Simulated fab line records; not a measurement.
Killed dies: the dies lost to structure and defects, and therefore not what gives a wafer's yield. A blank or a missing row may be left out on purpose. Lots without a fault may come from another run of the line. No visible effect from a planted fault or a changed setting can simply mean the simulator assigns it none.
Struck lot and sound lot, side by side -- flow sky130 -- 16 steps out of a route of 708
Sound: wafers L404.2, L404.4, L404.6. Struck: wafers L401.2, L401.4. (L401.5 of the same lot was not struck and is left out.) The cause comes at the end.
Per side, at each step with rows, come the tool, then ch with its chambers, and then its first start. Under that, the readings that differ: sound wafers -- struck wafers -- difference of the means -- sigmas: that difference in standard deviations of wafers without a fault.
alike: words and numbers the same on both sides, and readings whose means are apart by under 2 such deviations; not compared: readings that were withheld, readings missing a value for some wafer, numbers with overlapping values and no deviation given by the record, and bounds like >300 which may hide the same value.
Wherever a step has rows on one side only, a row that says differs or no value, or a row with sigmas, the two part there. When numbers do not overlap yet have no deviation, they are printed without sigmas and do not part them. Lack of a reading on every wafer of one side parts them only where that side has two or more wafers.

SKY_METAL5_SPUTTER_03: material Ti, target thk 5 nm, time 3.3 s.
  sound on pvdSputter-03 at day 47 21:04; struck on pvdSputter-02 at day 46 23:23
  alike: throttleValvePct
SKY_METAL5_SPUTTER_04: material TiN, target thk 70 nm, time 58.3 s.
  sound on pvdSputter-03 at day 47 21:05; struck on pvdSputter-02 at day 46 23:24
  alike: throttleValvePct
SKY_METAL5_RS_MEAS_05: a four-point-probe measurement.
  sound on filmMetro-03 at day 47 21:09; struck on filmMetro-01 at day 46 23:28
  alike: METAL5_ALCU_RS
SKY_METAL5_THK_MEAS_06: measures by xrf.
  sound on filmMetro-03 at day 47 21:16; struck on filmMetro-01 at day 46 23:35
  alike: METAL5_ALCU_THK
then, 7 steps without rows for these wafers: SKY_METAL5_DEHYDRATE_07 (time 60 s); SKY_METAL5_HMDS_08 (prime time 60 s); SKY_METAL5_COAT_09 (resist thk 1800 nm); SKY_METAL5_SOFTBAKE_10 (time 60 s); SKY_METAL5_EXPOSE_11 (exposes mask MM5, target cd 1600 nm); SKY_METAL5_PEB_12; SKY_METAL5_DEVELOP_13 (develop time 60 s).
SKY_METAL5_DESCUM_14: chemistry O2, time 11 s.
  sound on rieMetal-02 ch 0,1, day 48 15:32; struck on rieMetal-01 ch 0,1, day 47 18:45
  alike: drypumpMotorCurrentA, oesProductAu, tempC
  not compared: rfHoursCounterH
SKY_METAL5_METAL_ETCH_15: etches the open film in Cl2/BCl3, stops on SiO2, target depth 1260 nm, time 252 s.
  sound on rieMetal-02 ch 0,1, day 48 15:34; struck on rieMetal-01 ch 0,1, day 47 18:47
reading,sound,struck,difference,sigmas
oesProductAu (a.u.),0.899 0.892 0.898,0.983 0.978,+0.084,+17
runLengthS (s),280.1 280.2 281.2,256.4 257.0,-23.8,-26
model.NOVOLAK_of_METAL5_COAT_09.thkNm (nm),1035 1027 1032,1109 1109,+78,
model.METAL5.cdNm (nm),1594 1590 1587,1616 1610,+23,
  alike: drypumpMotorCurrentA, throttleValvePct
  not compared: rfHoursCounterH
SKY_METAL5_STRIP_16: strips in O2/N2.
  sound on plasmaAsher-01 ch 0,1, day 48 15:49; struck on plasmaAsher-03 ch 0, day 47 19:01
reading,sound,struck,difference,sigmas
drypumpMotorCurrentA (A),5.3 5.2 5.2,6.5 6.5,+1.3,+3
stripTimeToEndpointS (s),13.07 12.97 13.04,13.90 13.93,+0.89,+7
  alike: oesProductAu
  not compared: rfHoursCounterH
then, 1 step without rows for these wafers: SKY_METAL5_STRIP_17 (strips in post etch residue remover, time 1200 s).
SKY_PAD_OPEN_PROBE_99:
  sound on prober-01 at day 50 06:19; struck on prober-01 at day 49 10:49
reading,sound,struck,difference,sigmas
model.etest.met5.widthNm (nm),1593 1587 1587,1617 1612,+26,
model.etest.met5Comb.leakLog10AUm,-11.98 -12.08 -11.99,-11.69 -10.86,+0.74,

== WHERE THEY PART ==
Last at SKY_METAL5_STRIP_16 as far as this record goes, first at SKY_METAL5_METAL_ETCH_15.

WHY: whatever the simulator had introduced
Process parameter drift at SKY_METAL5_METAL_ETCH_15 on rieMetal-01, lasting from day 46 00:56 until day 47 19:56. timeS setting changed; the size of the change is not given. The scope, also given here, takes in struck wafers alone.
